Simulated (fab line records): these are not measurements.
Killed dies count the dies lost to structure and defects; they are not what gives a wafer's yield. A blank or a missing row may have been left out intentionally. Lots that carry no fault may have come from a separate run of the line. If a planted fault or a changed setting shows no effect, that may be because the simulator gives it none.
One fault seen from 2 desks :: flow gf180mcu :: every desk sees just its own numbers, and what lay behind them comes last

METROLOGY DESK
What the gauges read for every lot (on any tool): the sampled wafers with a number, averaged. The brackets show how far a lot's mean lies from the usual mean; more than 4 standard deviations puts the lot out of limits, marked OUT.
Columns: A = MVSD_TW at GF_MVSD_TW_MEAS_11, usual 1572
lot: L176
first seen here: day 4 11:35
A: 1562

lot: L177
first seen here: day 4 17:18
A: 1574

lot: L180
first seen here: day 5 10:34
A: 1563

lot: L181
first seen here: day 5 18:26
A: 1558

lot: L182
first seen here: day 5 22:00
A: 1554

lot: L183
first seen here: day 6 03:52
A: 1563

lot: L184
first seen here: day 6 11:17
A: 1573

lot: L191
first seen here: day 8 01:46
A: 1585

lot: L193
first seen here: day 8 13:48
A: 1579

lot: L195
first seen here: day 8 23:17
A: 1575

lot: L196
first seen here: day 9 09:30
A: 1587

lot: L198
first seen here: day 9 17:04
A: 1583

lot: L199
first seen here: day 9 23:41
A: 1587
This desk's finding: nothing out of limits on any of the 13 lots.

THE TOOL OWNER'S DESK: implanter-03
The tool's own readings at GF_VT_IMPLANT_IMPLANT_19, given as means over the sampled wafers that have a number, one for each lot that went through this tool. The brackets show how far a lot's mean lies from the usual mean; more than 4 standard deviations puts the lot out of limits, marked OUT.
Columns: A = beam_energy_keV at GF_VT_IMPLANT_IMPLANT_19, usual 100.00; B = tilt_deg at GF_VT_IMPLANT_IMPLANT_19, usual 7.002 degrees
lot: L176
first seen here: day 6 06:07
A: 100.03
B: 6.980

lot: L180
first seen here: day 7 08:10
A: 100.00
B: 7.012

lot: L181
first seen here: day 7 16:28
A: 100.03
B: 9.356 (+99 or more) OUT

lot: L182
first seen here: day 7 20:14
A: 100.04
B: 9.357 (+99 or more) OUT

lot: L196
first seen here: day 11 16:33
A: 99.99
B: 7.001

lot: L198
first seen here: day 12 00:38
A: 99.98
B: 7.004

lot: L199
first seen here: day 12 08:38
A: 99.96
B: 7.000
This desk finds L181, L182 out of limits, L181 being first, at day 7 16:28 (tilt_deg at GF_VT_IMPLANT_IMPLANT_19). L176, L180, L196, L198, L199 stayed within limits.

PUT TOGETHER
At day 7 16:28, on L181, L182, the tool owner's desk was in a position to raise an alarm.
At the metrology desk, nothing out of limits was observed.
The metrology desk holds a record of L181, L182, inside its limits.
All the named lots went through GF_VT_IMPLANT_IMPLANT_19 on implanter-03.

WHAT THE SIMULATOR HAD PUT IN
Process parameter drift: implanter-03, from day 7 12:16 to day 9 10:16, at GF_VT_IMPLANT_IMPLANT_19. Setting tilt_deg, moved by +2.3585, from 7. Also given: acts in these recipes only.
Lots struck among those shown: L181, L182.
Delay in hours, fault start to first out-of-limits reading, by desk: the tool owner's desk at 4.
